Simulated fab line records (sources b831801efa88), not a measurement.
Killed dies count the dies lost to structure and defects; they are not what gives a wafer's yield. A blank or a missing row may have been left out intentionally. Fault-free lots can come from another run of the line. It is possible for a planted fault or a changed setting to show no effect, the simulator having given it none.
2 desks looking at one fault -- flow sky130 -- each desk holds nothing but its own numbers, with what lay behind them at the end

## DESK OF THE TOOL OWNER: cvdW-01
The tool's own readings at SKY_VIA3_CVD_21 (deposits W, target thk 390 nm, time 117.31 s): means of the sampled wafers that have a number, for each lot that ran on this tool. If a lot's mean is further than 4 standard deviations from the usual mean, the lot is out of limits and carries the mark OUT (the distance appears in the brackets).
Columns: A = heaterPowerW at SKY_VIA3_CVD_21, usual 814 W
lot,first seen here,A
L644,day 40 22:28,736
L645,day 41 02:16,824
L652,day 43 17:11,820
L653,day 43 23:29,822
This desk's finding: nothing out of limits on any of the 4 lots.

## METROLOGY DESK
What the gauges read for every lot (on any tool): the sampled wafers with a number, averaged. If a lot's mean is further than 4 standard deviations from the usual mean, the lot is out of limits and carries the mark OUT (the distance appears in the brackets).
Columns: A = cdNm at SKY_METAL4_CD_MEAS_13, usual 299.7 nm; B = METAL4_OVL at SKY_METAL4_OVL_MEAS_14, usual -3 nm
lot,first seen here,A,B
L642,day 42 10:59,299.2,-3
L643,day 42 16:51,300.6,-5
L644,day 42 23:25,297.7,-2
L645,day 43 04:03,298.4,-16
L646,day 43 13:00,301.2,-5
L652,day 45 16:00,299.8,-1
L653,day 45 21:39,297.9,-5
L655,day 45 23:16,300.4,-8
L656,day 46 10:02,301.3,2
L658,day 46 17:25,301.4,1
L663,day 47 22:38,299.2,6
L664,day 48 00:21,299.5,-7
L665,day 48 05:18,298.1,-3
This desk's finding: nothing out of limits on any of the 13 lots.

## BROUGHT TOGETHER
The desk of the tool owner found nothing out of limits.
Nothing out of limits was seen by the metrology desk.

## WHAT THE SIMULATOR PUT IN
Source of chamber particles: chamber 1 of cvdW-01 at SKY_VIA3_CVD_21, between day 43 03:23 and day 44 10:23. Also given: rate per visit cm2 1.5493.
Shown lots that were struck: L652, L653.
